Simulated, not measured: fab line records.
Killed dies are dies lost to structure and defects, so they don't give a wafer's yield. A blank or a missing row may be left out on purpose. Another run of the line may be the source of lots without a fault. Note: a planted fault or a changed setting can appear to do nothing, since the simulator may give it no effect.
fab line records + flow sky130
record:
- lots: 12
- wafers: 35
- last_day: 50
route steps=708 shown LI_CONTACT@362 METAL1@450 VIA1@460 PAD_OPEN@708
lots that met no fault: from a run of the same line without faults
start_h: start of the lot's first displayed wafer, in hours after the record's first day + wait_h: hours from the lot's prior step to this one + " as in the row above + L1.1+2: a row that stands for several wafers + - either no value or no given start + * or withheld: withheld + < > ~ a bound
route shown NAME@n: names a module that has steps shown in the file, with the first one's number in the route + usual: mean/standard deviation of fault-free wafers + same: alike in all rows + chamber/n: place in a boat + sites: readings site by site + _std_site: standard deviation of those values + _edge_site: the outer-site mean with the inner-site mean subtracted + radius_mm: for every site, how far away it sits from the centre of the wafer + mask NAME#n: copy n + behind: the tool/chamber that last shaped the wafer + hold: the reason the lot was held/the length of the hold in hours/how it ended + device: which transistor (n, p or np) failed to switch + end of line: the tests these same wafers got at the end of their route + step lacking rows: just its recipe + killed: dies that structure and defects cost at the first sort, which is not the same as the wafer's yield + map: the dies of a wafer, with x for killed, . for not killed, _ for no die there
set.NAME: the run value of the setting; set.NAME@STEP: its run value at that earlier step + model.NAME: the simulator's own value behind a step, which no gauge read
route steps across a sampled set of lots; one table per step, one row per wafer
services: when a tool's chamber went out of use (start_h, in hours from the record's first day, below 0 if earlier), for how many hours, and the reason
== steps ==
step: SKY_LI_CONTACT_HDPCVD_00
recipe:
- material: PSG
- target_thk_nm: 930
- sigma_open_frac: 0.3
- time_s: 155
- temp_c: 600
- sih4_flow_sccm: 60
- pressure_mtorr: 6
| lot.wafer  | tool      | chamber | start_h | wait_h |
|------------|-----------|---------|---------|--------|
| L169.1+5+6 | hdpcvd-02 | 2,0,2   | 671.28  | 0.0    |
| L168.2+3+4 | hdpcvd-01 | 1,0,2   | 672.98  | 0.0    |
| L172.1+2+3 | hdpcvd-01 | 0,2,1   | 681.64  | 0.0    |
| L179.2+4+6 | hdpcvd-01 | 0,2,1   | 736.60  | 0.0    |
| L180.2+3+6 | hdpcvd-01 | 1,0,2   | 747.89  | 0.0    |
| L187.1+3+5 | hdpcvd-02 | 2,1,0   | 818.73  | 0.0    |
| L188.2+4+6 | hdpcvd-01 | 2,1,0   | 819.73  | 0.0    |
| L185.1+2+3 | hdpcvd-02 | 2,1,0   | 820.35  | 0.0    |
| L189.2+4+6 | hdpcvd-02 | 0,0,1   | 822.31  | 0.0    |
| L186.2+5   | hdpcvd-01 | 0       | 822.61  | 0.0    |
| L190.1+4+5 | hdpcvd-01 | 2,1,0   | 823.04  | 0.0    |
| L191.1+2+4 | hdpcvd-01 | 1,0,2   | 830.94  | 0.0    |
step: SKY_LI_CONTACT_THK_MEAS_01
recipe:
- reads: PSG_of_LI_CONTACT_HDPCVD_00
usual:
- LI_CONTACT_HDPCVD_THK: 938/10
| lot.wafer | tool          | chamber | start_h | wait_h | LI_CONTACT_HDPCVD_THK[nm] |
|-----------|---------------|---------|---------|--------|---------------------------|
| L169.1    | film_metro-03 | -       | 671.38  | 0.1    | 932                       |
| L169.5    | "             | -       | "       | "      | 950                       |
| L169.6    | "             | -       | "       | "      | 935                       |
| L168.2    | film_metro-02 | -       | 673.10  | 0.1    | 952                       |
| L168.3    | "             | -       | "       | "      | 946                       |
| L168.4    | "             | -       | "       | "      | 948                       |
| L172.1    | film_metro-03 | -       | 681.74  | 0.1    | 941                       |
| L172.2    | "             | -       | "       | "      | 937                       |
| L172.3    | "             | -       | "       | "      | 940                       |
| L179.2    | film_metro-02 | -       | 736.71  | 0.1    | 926                       |
| L179.4    | "             | -       | "       | "      | 1243                      |
| L179.6    | "             | -       | "       | "      | 934                       |
| L180.2    | film_metro-02 | -       | 748.00  | 0.1    | 929                       |
| L180.3    | "             | -       | "       | "      | 925                       |
| L180.6    | "             | -       | "       | "      | 1255                      |
| L187.1    | film_metro-04 | -       | 818.83  | 0.1    | 929                       |
| L187.3    | "             | -       | "       | "      | 930                       |
| L187.5    | "             | -       | "       | "      | 937                       |
| L188.2    | film_metro-03 | -       | 819.84  | 0.1    | 945                       |
| L188.4    | "             | -       | "       | "      | 948                       |
| L188.6    | "             | -       | "       | "      | 941                       |
| L185.1    | film_metro-04 | -       | 820.45  | 0.1    | 930                       |
| L185.2    | "             | -       | "       | "      | 921                       |
| L185.3    | "             | -       | "       | "      | 936                       |
| L189.2    | film_metro-03 | -       | 822.42  | 0.1    | 949                       |
| L189.4    | "             | -       | "       | "      | 943                       |
| L189.6    | "             | -       | "       | "      | 939                       |
| L186.2    | film_metro-03 | -       | 822.72  | 0.1    | 941                       |
| L186.5    | "             | -       | "       | "      | 946                       |
| L190.1    | film_metro-04 | -       | 823.14  | 0.1    | 947                       |
| L190.4    | "             | -       | "       | "      | 948                       |
| L190.5    | "             | -       | "       | "      | 940                       |
| L191.1    | film_metro-02 | -       | 831.04  | 0.1    | 961                       |
| L191.2    | "             | -       | "       | "      | 961                       |
| L191.4    | "             | -       | "       | "      | 945                       |
step: SKY_LI_CONTACT_CMP_02
recipe:
- material: PSG
- down_force_psi: 4
- platen_rpm: 60
- pad_velocity_m_s: 0.94248
usual:
- motor_current_A: 12.4/1.1
- platen_rpm: 60.01/0.036
- time_to_endpoint_s: 31.7/2.6
| lot.wafer | tool   | chamber | start_h | wait_h | motor_current_A | platen_rpm | time_to_endpoint_s |
|-----------|--------|---------|---------|--------|-----------------|------------|--------------------|
| L169.1    | cmp-01 | 2       | 671.54  | 0.1    | 11.7            | 60.03      | 29.0               |
| L169.5    | "      | 0       | "       | "      | 14.7            | 59.98      | 36.3               |
| L169.6    | "      | 1       | "       | "      | 12.7            | 60.06      | 30.3               |
| L168.4    | cmp-02 | 1       | 673.15  | 0.0    | 12.1            | 60.01      | 30.5               |
| L168.3    | "      | 2       | "       | "      | 11.2            | 59.99      | 34.9               |
| L168.2    | "      | 0       | "       | "      | 12.8            | 60.02      | 33.9               |
| L172.2    | cmp-02 | 1       | 681.85  | 0.1    | 12.0            | 59.99      | 28.7               |
| L172.1    | "      | 2       | "       | "      | 10.8            | 60.04      | 32.3               |
| L172.3    | "      | 3       | "       | "      | 12.0            | 60.01      | 29.4               |
| L179.4    | cmp-02 | 1       | 736.81  | 0.1    | 11.9            | 60.06      | 62.4               |
| L179.2    | "      | 3       | "       | "      | 11.6            | 59.98      | 31.5               |
| L179.6    | "      | 1       | "       | "      | 12.4            | 60.00      | 31.6               |
| L180.2    | cmp-01 | 0       | 749.41  | 1.4    | 14.6            | 59.99      | 31.7               |
| L180.3    | "      | 2       | "       | "      | 10.9            | 60.00      | 28.3               |
| L180.6    | "      | 3       | "       | "      | 11.5            | 59.95      | 60.7               |
| L187.3    | cmp-01 | 3       | 818.89  | 0.0    | 11.9            | 60.03      | 31.3               |
| L187.1    | "      | 0       | "       | "      | 14.3            | 60.00      | 31.2               |
| L187.5    | "      | 3       | "       | "      | 11.6            | 60.06      | 29.8               |
| L188.2    | cmp-01 | 3       | 819.89  | 0.0    | 12.2            | 60.07      | 34.7               |
| L188.4    | "      | 0       | "       | "      | 13.3            | 60.03      | 35.1               |
| L188.6    | "      | 3       | "       | "      | 12.4            | 60.04      | 33.7               |
| L185.1    | cmp-01 | 3       | 820.56  | 0.1    | 11.3            | 59.99      | 31.5               |
| L185.3    | "      | 0       | "       | "      | 14.0            | 59.96      | 37.3               |
| L185.2    | "      | 1       | "       | "      | 13.3            | 60.03      | 30.3               |
| L189.2    | cmp-01 | 3       | 822.47  | 0.0    | 11.8            | 60.04      | 32.0               |
| L189.4    | "      | 1       | "       | "      | 13.6            | 60.03      | 30.7               |
| L189.6    | "      | 0       | "       | "      | 14.7            | 60.05      | 31.9               |
| L186.2    | cmp-02 | 3       | 822.77  | 0.0    | 12.0            | 60.01      | 29.4               |
| L186.5    | "      | 0       | "       | "      | 13.4            | 59.94      | 33.9               |
| L190.4    | cmp-02 | 2       | 823.30  | 0.1    | 11.4            | 59.97      | 35.1               |
| L190.1    | "      | 3       | "       | "      | 11.9            | 59.99      | 30.8               |
| L190.5    | "      | 1       | "       | "      | 11.4            | 60.06      | 29.9               |
| L191.1    | cmp-02 | 2       | 831.10  | 0.1    | 11.0            | 60.02      | 37.7               |
| L191.4    | "      | 3       | "       | "      | 12.1            | 60.03      | 29.8               |
| L191.2    | "      | 1       | "       | "      | 12.1            | 60.03      | 31.8               |
step: SKY_METAL1_OVL_MEAS_16
usual:
- METAL1_OVL: 1/5.5
| lot.wafer | tool       | chamber | start_h | wait_h | METAL1_OVL[nm] |
|-----------|------------|---------|---------|--------|----------------|
| L169.1    | overlay-01 | -       | 785.49  | 0.1    | -1             |
| L169.5    | "          | -       | "       | "      | 1              |
| L169.6    | "          | -       | "       | "      | 1              |
| L168.2    | overlay-01 | -       | 786.22  | 0.1    | -2             |
| L168.3    | "          | -       | "       | "      | 0              |
| L168.4    | "          | -       | "       | "      | -3             |
| L172.1    | overlay-02 | -       | 795.93  | 0.1    | -1             |
| L172.2    | "          | -       | "       | "      | -4             |
| L172.3    | "          | -       | "       | "      | 4              |
| L179.2    | overlay-01 | -       | 847.27  | 0.1    | 0              |
| L179.4    | "          | -       | "       | "      | -7             |
| L179.6    | "          | -       | "       | "      | -6             |
| L180.2    | overlay-02 | -       | 858.61  | 0.1    | -3             |
| L180.3    | "          | -       | "       | "      | 5              |
| L180.6    | "          | -       | "       | "      | 10             |
| L187.1    | overlay-02 | -       | 924.08  | 0.1    | 4              |
| L187.3    | "          | -       | "       | "      | 13             |
| L187.5    | "          | -       | "       | "      | 7              |
| L188.2    | overlay-01 | -       | 927.02  | 0.1    | 7              |
| L188.4    | "          | -       | "       | "      | 2              |
| L188.6    | "          | -       | "       | "      | 2              |
| L185.1    | overlay-01 | -       | 927.97  | 0.1    | 4              |
| L185.2    | "          | -       | "       | "      | -3             |
| L185.3    | "          | -       | "       | "      | 9              |
| L189.2    | overlay-01 | -       | 929.29  | 0.1    | -3             |
| L189.4    | "          | -       | "       | "      | -5             |
| L189.6    | "          | -       | "       | "      | -7             |
| L186.2    | overlay-02 | -       | 930.17  | 0.1    | 2              |
| L186.5    | "          | -       | "       | "      | 4              |
| L190.1    | overlay-02 | -       | 930.89  | 0.1    | 0              |
| L190.4    | "          | -       | "       | "      | -1             |
| L190.5    | "          | -       | "       | "      | 2              |
| L191.1    | overlay-01 | -       | 937.17  | 0.1    | -6             |
| L191.2    | "          | -       | "       | "      | -1             |
| L191.4    | "          | -       | "       | "      | -3             |
step: SKY_VIA1_CMP_02
recipe:
- material: SiO2
- down_force_psi: 4
- platen_rpm: 60
- pad_velocity_m_s: 0.94248
usual:
- motor_current_A: 12.4/1.1
- platen_rpm: 60.00/0.032
| lot.wafer | tool   | chamber | start_h | wait_h | motor_current_A | platen_rpm |
|-----------|--------|---------|---------|--------|-----------------|------------|
| L169.1    | cmp-01 | 2       | 786.67  | 0.2    | 11.3            | 59.96      |
| L169.6    | "      | 3       | "       | "      | 10.9            | 60.01      |
| L169.5    | "      | 0       | "       | "      | 14.0            | 59.97      |
| L168.2    | cmp-01 | 1       | 787.26  | 0.1    | 13.7            | 60.07      |
| L168.4    | "      | 2       | "       | "      | 11.2            | 60.00      |
| L168.3    | "      | 3       | "       | "      | 12.3            | 59.98      |
| L172.3    | cmp-01 | 2       | 797.01  | 0.1    | 10.8            | 60.02      |
| L172.1    | "      | 3       | "       | "      | 11.3            | 59.94      |
| L172.2    | "      | 0       | "       | "      | 14.3            | 60.01      |
| L179.2    | cmp-01 | 0       | 848.28  | 0.0    | 13.8            | 60.05      |
| L179.4    | "      | 2       | "       | "      | 10.8            | 59.98      |
| L179.6    | "      | 0       | "       | "      | 13.8            | 60.02      |
| L180.3    | cmp-02 | 0       | 859.59  | 0.0    | 13.0            | 59.97      |
| L180.2    | "      | 2       | "       | "      | 10.9            | 59.98      |
| L180.6    | "      | 0       | "       | "      | 12.4            | 59.93      |
| L187.3    | cmp-02 | 1       | 925.07  | 0.0    | 11.9            | 60.03      |
| L187.1    | "      | 2       | "       | "      | 11.4            | 60.04      |
| L187.5    | "      | 2       | "       | "      | 11.6            | 60.02      |
| L188.2    | cmp-02 | 3       | 928.05  | 0.1    | 12.0            | 59.99      |
| L188.4    | "      | 0       | "       | "      | 12.5            | 60.01      |
| L188.6    | "      | 3       | "       | "      | 11.9            | 60.05      |
| L185.2    | cmp-01 | 2       | 929.04  | 0.1    | 11.2            | 59.96      |
| L185.1    | "      | 3       | "       | "      | 11.7            | 60.09      |
| L185.3    | "      | 1       | "       | "      | 13.6            | 60.05      |
| L189.4    | cmp-01 | 2       | 930.30  | 0.0    | 11.8            | 60.00      |
| L189.2    | "      | 1       | "       | "      | 13.3            | 60.02      |
| L189.6    | "      | 2       | "       | "      | 11.1            | 60.02      |
| L186.2    | cmp-02 | 3       | 931.28  | 0.1    | 11.9            | 59.99      |
| L186.5    | "      | 1       | "       | "      | 12.7            | 60.02      |
| L190.1    | cmp-02 | 1       | 931.97  | 0.1    | 11.7            | 59.98      |
| L190.4    | "      | 2       | "       | "      | 11.2            | 59.98      |
| L190.5    | "      | 1       | "       | "      | 12.0            | 60.00      |
| L191.2    | cmp-01 | 1       | 938.15  | 0.0    | 14.5            | 59.98      |
| L191.4    | "      | 2       | "       | "      | 11.7            | 60.01      |
| L191.1    | "      | 0       | "       | "      | 14.1            | 60.03      |
step: SKY_VIA1_SPUTTER_20
recipe:
- material: TiN
- target_thk_nm: 20
- chamber_pressure_pa: 5
- power_w: 4000
- time_s: 80
usual:
- throttle_valve_pct: 30.7/1.5
| lot.wafer | tool           | chamber | start_h | wait_h | throttle_valve_pct |
|-----------|----------------|---------|---------|--------|--------------------|
| L169.1    | pvd_sputter-03 | -       | 813.86  | 0.0    | 30.6               |
| L169.5    | "              | -       | "       | "      | 30.6               |
| L169.6    | "              | -       | "       | "      | 30.0               |
| L168.2    | pvd_sputter-01 | -       | 814.71  | 0.0    | 32.7               |
| L168.3    | "              | -       | "       | "      | 33.2               |
| L168.4    | "              | -       | "       | "      | 29.5               |
| L172.1    | pvd_sputter-01 | -       | 823.72  | 0.0    | 33.2               |
| L172.2    | "              | -       | "       | "      | 29.3               |
| L172.3    | "              | -       | "       | "      | 31.6               |
| L179.2    | pvd_sputter-03 | -       | 875.16  | 0.0    | 30.0               |
| L179.4    | "              | -       | "       | "      | 30.0               |
| L179.6    | "              | -       | "       | "      | 30.7               |
| L180.2    | pvd_sputter-01 | -       | 886.18  | 0.0    | 29.4               |
| L180.3    | "              | -       | "       | "      | 31.4               |
| L180.6    | "              | -       | "       | "      | 29.4               |
| L187.1    | pvd_sputter-03 | -       | 951.22  | 0.0    | 29.8               |
| L187.3    | "              | -       | "       | "      | 30.1               |
| L187.5    | "              | -       | "       | "      | 29.9               |
| L188.2    | pvd_sputter-03 | -       | 953.59  | 0.0    | 30.5               |
| L188.4    | "              | -       | "       | "      | 29.8               |
| L188.6    | "              | -       | "       | "      | 30.3               |
| L185.1    | pvd_sputter-03 | -       | 954.75  | 0.0    | 30.1               |
| L185.2    | "              | -       | "       | "      | 29.7               |
| L185.3    | "              | -       | "       | "      | 30.6               |
| L189.2    | pvd_sputter-01 | -       | 956.46  | 0.0    | 33.2               |
| L189.4    | "              | -       | "       | "      | 29.4               |
| L189.6    | "              | -       | "       | "      | 29.4               |
| L186.2    | pvd_sputter-03 | -       | 957.42  | 0.0    | 30.1               |
| L186.5    | "              | -       | "       | "      | 30.4               |
| L190.1    | pvd_sputter-03 | -       | 958.03  | 0.0    | 29.9               |
| L190.4    | "              | -       | "       | "      | 30.0               |
| L190.5    | "              | -       | "       | "      | 30.3               |
| L191.1    | pvd_sputter-01 | -       | 963.77  | 0.0    | 32.9               |
| L191.2    | "              | -       | "       | "      | 31.5               |
| L191.4    | "              | -       | "       | "      | 29.4               |
step: SKY_PAD_OPEN_PROBE_99
usual:
- killed_at_M0_to_M3: 44/6.9
- killed_at_M4_up: 3.3/2
- killed_at_contacts: 25/5.4
- killed_at_front_end: 16/4.6
- killed_at_other: 0.2/0.51
- killed_dies: 88/8.9
- killed_on_rim: 17/3.6
- killed_open: 48/6.8
- killed_short: 39/5.8
same:
- gross_dies: 492
- killed_at_back_side: 0
| lot.wafer | tool      | chamber | start_h | wait_h | killed_at_M0_to_M3 | killed_at_M4_up | killed_at_contacts | killed_at_front_end | killed_at_other | killed_dies | killed_on_rim | killed_open | killed_short |
|-----------|-----------|---------|---------|--------|--------------------|-----------------|--------------------|---------------------|-----------------|-------------|---------------|-------------|--------------|
| L179.2    | prober-01 | -       | 1138.91 | 0.1    | 37                 | 2               | 26                 | 17                  | 2               | 84          | 15            | 47          | 36           |
| L179.4    | prober-01 | -       | 1139.01 | 0.2    | 44                 | 3               | 21                 | 17                  | 0               | 85          | 19            | 44          | 40           |
| L179.6    | prober-01 | -       | 1139.11 | 0.2    | 37                 | 0               | 20                 | 22                  | 0               | 79          | 17            | 45          | 32           |
| L185.1    | prober-02 | -       | 1198.28 | 0.1    | 33                 | 1               | 23                 | 18                  | 0               | 75          | 15            | 45          | 30           |
| L185.2    | prober-02 | -       | 1198.33 | 0.1    | 42                 | 5               | 14                 | 18                  | 0               | 79          | 17            | 41          | 38           |
| L185.3    | prober-02 | -       | 1198.38 | 0.2    | 43                 | 3               | 22                 | 17                  | 0               | 85          | 16            | 43          | 42           |
killed by level:class
L179.2 LI_CONTACT:geometric_particle:open=9 VIA1:geometric_particle:open=9 VIA3:geometric_particle:open=9 CONTACT:geometric_particle:open=7 CONTACT:geometric_particle:short=5 VIA1:geometric_particle:short=5 VIA2:geometric_particle:short=4 POLY_GATE:geometric_particle:open=4
L179.4 VIA3:geometric_particle:open=10 METAL2:geometric_particle:short=8 VIA2:geometric_particle:open=7 FIELD_ISO:geometric_particle:open=6 LI_CONTACT:geometric_particle:open=5 CONTACT:geometric_particle:open=5 VIA1:geometric_particle:open=5 SPACER:geometric_particle:short=4
L179.6 CONTACT:geometric_particle:open=10 VIA1:geometric_particle:open=9 VIA3:geometric_particle:short=6 CONTACT:geometric_particle:short=5 VIA2:geometric_particle:open=5 FIELD_ISO:geometric_particle:open=4 LI_CONTACT:geometric_particle:open=4 VIA3:geometric_particle:open=4
L185.1 LI_CONTACT:geometric_particle:open=9 VIA1:geometric_particle:open=7 FIELD_ISO:geometric_particle:open=6 POLY_GATE:geometric_particle:short=6 VIA3:geometric_particle:open=6 CONTACT:geometric_particle:open=6 METAL1:geometric_particle:short=4 LOCAL_INTERCONNECT:geometric_particle:short=4
L185.2 VIA1:geometric_particle:open=10 VIA3:geometric_particle:open=9 POLY_GATE:geometric_particle:short=5 LI_CONTACT:geometric_particle:open=5 METAL1:geometric_particle:short=5 METAL2:geometric_particle:short=5 FIELD_ISO:geometric_particle:short=4 FIELD_ISO:geometric_particle:open=4
L185.3 LI_CONTACT:geometric_particle:open=8 VIA2:geometric_particle:short=8 CONTACT:geometric_particle:open=7 VIA1:geometric_particle:short=6 VIA1:geometric_particle:open=6 METAL1:geometric_particle:open=5 METAL1:geometric_particle:short=5 FIELD_ISO:geometric_particle:open=4
== services ==
| tool           | chamber | start_h | hours | kind   |
|----------------|---------|---------|-------|--------|
| hdpcvd-02      | -       | 650.75  | 15.0  | pm     |
| hdpcvd-01      | -       | 659.36  | 1.7   | repair |
| hdpcvd-02      | -       | 667.50  | 2.8   | pm     |
| hdpcvd-01      | -       | 681.86  | 0.3   | repair |
| pvd_sputter-01 | -       | 682.19  | 3.7   | repair |
| pvd_sputter-03 | -       | 692.03  | 2.0   | repair |
| hdpcvd-02      | -       | 698.27  | 1.3   | repair |
| cmp-02         | -       | 701.06  | 6.2   | pm     |
| pvd_sputter-01 | -       | 717.49  | 1.7   | repair |
| cmp-01         | -       | 736.68  | 12.4  | pm     |
| cmp-02         | -       | 744.03  | 4.0   | pm     |
| cmp-01         | -       | 799.63  | 12.3  | pm     |
| cmp-02         | -       | 802.99  | 1.9   | repair |
| pvd_sputter-03 | -       | 810.51  | 3.1   | repair |
| cmp-01         | -       | 821.26  | 1.0   | repair |
| hdpcvd-01      | 0       | 836.91  | 5.4   | repair |
| cmp-01         | -       | 854.62  | 0.6   | repair |
| cmp-01         | -       | 880.50  | 3.3   | pm     |
| pvd_sputter-01 | -       | 882.10  | 2.1   | repair |
| pvd_sputter-01 | -       | 891.90  | 8.9   | repair |
| cmp-01         | -       | 912.00  | 4.0   | pm     |
| pvd_sputter-03 | -       | 929.87  | 11.8  | repair |
| cmp-01         | -       | 948.96  | 0.8   | repair |
| hdpcvd-01      | -       | 950.25  | 15.0  | pm     |
== key ==
first_sign:
- step: SKY_LI_CONTACT_THK_MEAS_01
- reading: LI_CONTACT_HDPCVD_THK
- direction: up
- sigmas: 31
- usual: 938
- struck: 1249
effect:
- step: SKY_LI_CONTACT_CMP_02
- reading: time_to_endpoint_s
- direction: up
- sigmas: 12
- usual: *
- struck: *
met_at SKY_LI_CONTACT_HDPCVD_00
struck_lots L179,L180
struck_wafers L179.4,L180.6
tester_left_out L179,L180
not_acting_at SKY_METAL1_OVL_MEAS_16,SKY_VIA1_CMP_02,SKY_VIA1_SPUTTER_20
onset_between 681.64 736.60
fault:
- kind: process_parameter_drift
- tool: hdpcvd-01
- chamber: 2
- onset_h: 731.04
- steps: SKY_LI_CONTACT_HDPCVD_00
- channel: target_thk_nm
- offset: 324.91
- shape: step
- end_h: 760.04
- acts_in: these_recipes_only
- stated: 930
tester_left_out: of these lots the tester's yield and bins aren't shown, on N5 and GAA mostly nor the transistor test; their killed dies are dies lost to structure and defects alone, not to doping, threshold or leakage, so they don't give the yield
